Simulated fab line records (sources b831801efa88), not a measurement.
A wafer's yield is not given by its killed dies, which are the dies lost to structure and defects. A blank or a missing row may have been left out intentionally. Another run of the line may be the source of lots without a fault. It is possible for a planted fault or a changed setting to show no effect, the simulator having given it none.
Problem report, 8D (eight disciplines) form, completed by code ; flow sky130 ; the parts of the form that need people (team, actions taken, sign-off) are left out

1. THE ISSUE
Mean VT_ADJUST_LVTN_TW at SKY_VT_ADJUST_LVTN_TW_MEAS_10: 225.1 over 6 wafers in 2 lots; fault-free wafers: 239.8, standard deviation 2.1. That is -7.0 standard deviations from the usual mean.
Seen first at day 10 18:11 on filmMetro-01, wafer L732.1. Wafers with a number at this step in the record: 39, from 13 lots. By rule, "out" or "out of limits" means more than 4 standard deviations away from the usual mean. The rest of the wafers with a number are treated as sound.

2. WHAT IT IS, WHAT IT ISN'T
question;is;is not
which readings at this step;VT_ADJUST_LVTN_TW;-
which lots;L732, L735;L719, L720, L723, L725, L726, L728, L729, L736, L737, L739, L740
which wafers of those lots;all that have a number;-
read on which gauges;filmMetro-01, filmMetro-02;filmMetro-03
when;from day 10 18:11;"up to then (21 sound wafers); but 12 sound wafers of L736, L737, L739, L740 came after"

3. SUSPECTS, AND WHAT RULES EACH OUT
Counting: any tool at a process step up to the reading is kept as a suspect provided that every lot that is out went through it and no sound lot did after the first of them.
- the gauge at SKY_VT_ADJUST_LVTN_TW_MEAS_10 is ruled out. The wafers that are out were read on 2 gauges (filmMetro-01, filmMetro-02).
- plasmaAsher-04 at SKY_NWELL_STRIP_14 (strips in O2/N2): ruled out as a lasting fault. Following L732 (day 7 23:26), the first lot on it that is out, the sound lots L737, L740 were run on it.
- implanter-04 at SKY_VT_ADJUST_LVTN_IMPLANT_08: kept. All lots that are out passed through it, beginning with L732 at day 10 17:56, and no sound lot followed; its final sound lot before that point was L729 at day 9 23:33.
Remaining after the count: implanter-04 at SKY_VT_ADJUST_LVTN_IMPLANT_08.

4. THE CAUSE (what the simulator had put in)
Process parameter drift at SKY_VT_ADJUST_LVTN_IMPLANT_08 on implanter-04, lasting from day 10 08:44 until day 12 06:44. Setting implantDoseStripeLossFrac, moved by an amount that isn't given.
Counting left only this tool.

5. THE CHAIN OF EFFECTS, in route order
Each row: a reading whose mean over the struck wafers that have a number lies more than 3 standard deviations from the usual. Scope: only readings with a usual standard deviation given in the record; hours: median across lots of the time from each lot's start at the first step in this table that gives one to its start at this step; sigmas: change in usual standard deviations.
hours;step;reading;usual;on struck wafers;change;sigmas
0;SKY_VT_ADJUST_LVTN_TW_MEAS_10;VT_ADJUST_LVTN_TW;239.8;225.1;-14.7;-7.0

6. HOW IT WOULD HAVE BEEN CAUGHT EARLIER
Counted from the fault's start at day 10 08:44, it took 9 hours until the first out-of-limits reading at a measuring or inspecting step in this record, taken at day 10 18:11.
Among the 2 lots that are out, L735 began SKY_VT_ADJUST_LVTN_IMPLANT_08 on implanter-04 after day 10 18:11. Putting the tool on hold at that point would have spared it.
